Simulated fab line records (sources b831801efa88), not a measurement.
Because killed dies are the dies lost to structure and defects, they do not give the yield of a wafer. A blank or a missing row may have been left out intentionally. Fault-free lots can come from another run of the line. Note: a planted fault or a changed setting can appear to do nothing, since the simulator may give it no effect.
Comparing a struck lot with a sound one | flow gf180mcu | 17 steps out of a route of 602
Sound: the wafers L424.2, L424.3, L424.4. Wafers L438.1, L438.2 were the ones struck. Last of all comes the cause.
Each step with rows lists, per side, the tool, then ch with its chambers, then its first start. Under that, the readings that differ: sound wafers | struck wafers | difference of the means | sigmas: that difference in standard deviations of wafers without a fault.
alike: words and numbers the same on both sides, and readings whose means are apart by under 2 such deviations; not compared: readings that were withheld, readings missing a value for some wafer, numbers with overlapping values and no deviation given by the record, and bounds like >300 which may hide the same value.
A row with sigmas, a row that says differs or no value, or rows on one side alone: a step with any of these is where the two part. Non-overlapping numbers with no deviation appear without sigmas and do not part them. Lack of a reading on every wafer of one side parts them only where that side has two or more wafers.

first, 4 steps without rows for these wafers: GF_SAB_SOFTBAKE_05 (time 60 s); GF_SAB_EXPOSE_06 (exposes mask SAB, target cd 420 nm); GF_SAB_PEB_07; GF_SAB_DEVELOP_08 (develop time 60 s).
GF_SAB_CD_MEAS_09 targets a cd of 420 nm.
  sound: cd_sem-02 at day 15 23:41; struck: cd_sem-01 at day 21 10:10
  alike: cd_nm
GF_SAB_OVL_MEAS_10:
  sound: overlay-02 at day 15 23:47; struck: overlay-02 at day 21 10:17
  alike: SAB_OVL
GF_SAB_ETCH_11: etches SiO2 in C4F8/O2/Ar, target depth 55 nm, time 8.5 s.
  sound on rie_diel-02 ch 0,2,3, day 15 23:49; struck on rie_diel-04 ch 2,3, day 21 10:19
  alike: bias_w, chamber_pressure_mTorr, oes_product_au, rf_fwd_power_W
  not compared: rf_hours_counter_h
then, 1 step without rows for these wafers: GF_SAB_WET_ETCH_12 (etches SiO2 in dHF, target depth 22 nm, time 440 s).
GF_SAB_STRIP_13: strips in O2/N2.
  sound on plasma_asher-03 ch 0,1, day 15 23:58; struck on plasma_asher-01 ch 0,1, day 21 10:28
  reading            | sound       | struck  | difference | sigmas
  heater_power_w (W) | 459 334 434 | 288 272 | -129       | -2
  alike: chamber_pressure_mTorr, drypump_motor_current_A, oes_product_au, platen_temp_c, strip_time_to_endpoint_s
  not compared: rf_hours_counter_h
then, 2 steps without rows for these wafers: GF_SALICIDE_CLEAN_00 (cleans in SC1/SC2, time 150 s); GF_SALICIDE_WET_ETCH_01 (etches SiO2 in dHF, target depth 5 nm, time 100 s).
GF_SALICIDE_SPUTTER_02: material Co, target thk 10 nm, time 20 s.
  sound: pvd_sputter-01 at day 16 00:10; struck: pvd_sputter-04 at day 21 10:39
  alike: throttle_valve_pct
GF_SALICIDE_SPUTTER_03: material TiN, target thk 20 nm, time 16.7 s.
  sound: pvd_sputter-01 at day 16 00:11; struck: pvd_sputter-04 at day 21 10:41
  reading                                      | sound             | struck      | difference | sigmas
  model.TiN_of_SALICIDE_SPUTTER_03.thk_nm (nm) | 20.37 20.29 20.05 | 12.88 12.69 | -7.45      |
  alike: throttle_valve_pct
GF_SALICIDE_RS_MEAS_04: measurement is done with a four-point probe.
  sound: film_metro-04 at day 16 00:14; struck: film_metro-01 at day 21 10:43
  reading                  | sound             | struck      | difference | sigmas
  SALICIDE_TIN_RS (ohm/sq) | 16.38 16.40 16.48 | 18.96 19.19 | +2.66      | +9
GF_SALICIDE_THK_MEAS_05: measures by xrf.
  sound: film_metro-04 at day 16 00:20; struck: film_metro-01 at day 21 10:50
  reading               | sound             | struck      | difference | sigmas
  SALICIDE_TIN_THK (nm) | 20.60 20.38 20.19 | 12.93 12.70 | -7.58      | -36
GF_SALICIDE_RTA_06: time 30 s.
  sound on rtp_anneal-02 ch 0, day 16 00:25; struck on rtp_anneal-02 ch 0, day 21 10:53
  alike: lamp_power_pct, wafer_temp_C_max
GF_PASSIVATION_PROBE_99:
  the record has rows for the sound wafers here (prober-02, day 29 23:35) and none for the struck ones

== WHERE THEY PART ==
Earliest at GF_SAB_STRIP_13; latest, in this record, at GF_PASSIVATION_PROBE_99.

WHY: whatever the simulator had introduced
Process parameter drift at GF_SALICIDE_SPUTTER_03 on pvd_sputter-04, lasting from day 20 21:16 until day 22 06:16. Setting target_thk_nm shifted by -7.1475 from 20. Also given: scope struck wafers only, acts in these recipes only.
